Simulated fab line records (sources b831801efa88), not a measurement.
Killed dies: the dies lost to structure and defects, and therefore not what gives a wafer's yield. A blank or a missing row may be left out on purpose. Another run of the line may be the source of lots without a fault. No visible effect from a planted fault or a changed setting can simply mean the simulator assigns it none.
Lot-split experiment | flow gf180mcu | route with 602 steps; 5 lots, 27 wafers read

== SPLIT DETAILS ==
At GF_MIM_CVD_05 (deposits Si3N4, target thk 42 nm, time 29.086 s), the setting time s was moved away from the recipe's 29.086 s on 9 of the 27 wafers read, by +34.6% to +58.7%. All remaining wafers had this setting at the recipe value.

Split to reading: the file shows no intervening step.

== THE READING ==
MIM_CVD_05_THK in nanometres, read at GF_MIM_THK_MEAS_06. Fault-free wafers of this fab line usually give 41.9 nm, standard deviation 0.53 nm.

wafer  | tool, chamber at the split | time s as run, s | against the recipe | MIM_CVD_05_THK, nm | against lot-mates on the recipe
L074.1 | pecvd-01, 1                | 46.16            | +58.7%             | 65.9               | +24.1
L074.2 | pecvd-01, 2                | 46.16            | +58.7%             | 65.8               | +24.0
L074.3 | pecvd-01, 0                | 29.086           | recipe             | 41.6               | -
L074.4 | pecvd-01, 1                | 46.16            | +58.7%             | 66.6               | +24.8
L074.5 | pecvd-01, 0                | 29.086           | recipe             | 41.6               | -
L074.6 | pecvd-01, 2                | 29.086           | recipe             | 42.1               | -
L076.1 | pecvd-03, 0                | 29.086           | recipe             | 41.8               | -
L076.2 | pecvd-03, 2                | 29.086           | recipe             | 41.7               | -
L076.4 | pecvd-03, 2                | 29.086           | recipe             | 43.1               | -
L080.1 | pecvd-01, 1                | 29.086           | recipe             | 41.5               | -
L080.2 | pecvd-01, 0                | 29.086           | recipe             | 41.5               | -
L080.3 | pecvd-01, 2                | 39.15            | +34.6%             | 56.1               | +14.2
L080.4 | pecvd-01, 0                | 39.15            | +34.6%             | 56.6               | +14.7
L080.5 | pecvd-01, 1                | 29.086           | recipe             | 42.6               | -
L080.6 | pecvd-01, 2                | 39.15            | +34.6%             | 56.8               | +14.9
L083.1 | pecvd-01, 0                | 29.086           | recipe             | 41.5               | -
L083.2 | pecvd-01, 2                | 41.59            | +43.0%             | 58.8               | +17.2
L083.3 | pecvd-01, 1                | 41.59            | +43.0%             | 59.3               | +17.7
L083.4 | pecvd-01, 2                | 41.59            | +43.0%             | 60.2               | +18.6
L083.5 | pecvd-01, 0                | 29.086           | recipe             | 41.6               | -
L083.6 | pecvd-01, 1                | 29.086           | recipe             | 41.7               | -
L085.1 | pecvd-01, 1                | 29.086           | recipe             | 41.8               | -
L085.2 | pecvd-01, 2                | 29.086           | recipe             | 42.2               | -
L085.3 | pecvd-01, 0                | 29.086           | recipe             | 42.1               | -
L085.4 | pecvd-01, 1                | 29.086           | recipe             | 43.1               | -
L085.5 | pecvd-01, 0                | 29.086           | recipe             | 42.2               | -
L085.6 | pecvd-01, 2                | 29.086           | recipe             | 42.4               | -

THE FIT
A straight line over all 27 wafers: MIM_CVD_05_THK changes by +0.41 nm for each +1% of time s; r = +1.00; the points scatter about the line by 0.51 nm.
The same after taking each lot's own level away (the mean of its wafers on the recipe; 27 wafers): +0.416 nm for each +1%; r = +1.00; scatter 0.45 nm.
The reading moves by 24 nm for the largest change in time s, on that fit.
Across the lots, their own levels run from 41.60 to 42.30 nm, a range of 1.3 times the standard deviation given above.
The two slopes are in agreement: the lot-to-lot level therefore moves the slope only a little.
Check: for one of the wafers moved furthest among these (+58.7%), held out of the fit, the line's prediction against its lot-mates is +24.5 nm. Against them it came out at +24.1 nm.

== FURTHER SPLITS ON THESE WAFERS ==
These wafers also went through other splits before the reading. Each is held against what the fit with the lots' levels taken away leaves over:
other split on the same wafers | wafers away from the commonest value | r with MIM_CVD_05_THK (lot level and that fit taken away)
GF_M1_SPUTTER_04 time s        | 9                                    | -0.10
GF_M2_SPUTTER_04 time s        | 12                                   | +0.18
GF_V3_SPUTTER_21 time s        | 9                                    | +0.08
GF_M4_SPUTTER_02 time s        | 9                                    | +0.15

== THE WHOLE CHAIN: every reading that the file lists as answering this split, in the file's order ==
step               | what it does                                    | reading                                                                     | change (the file's fit)               | r (the file's)
GF_MIM_CVD_05      | deposits Si3N4, target thk 42 nm, time 29.086 s | Si3N4_of_MIM_CVD_05.thk nm (the simulator's own value, which no gauge read) | +0.416 nm for each +1% of the setting | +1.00
GF_MIM_THK_MEAS_06 |                                                 | MIM_CVD_05_THK                                                              | +0.416 for each +1% of the setting    | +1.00

== FILE'S OWN FIT ==
MIM_CVD_05_THK changes by +0.416 nm for each +1% of time s, r = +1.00.
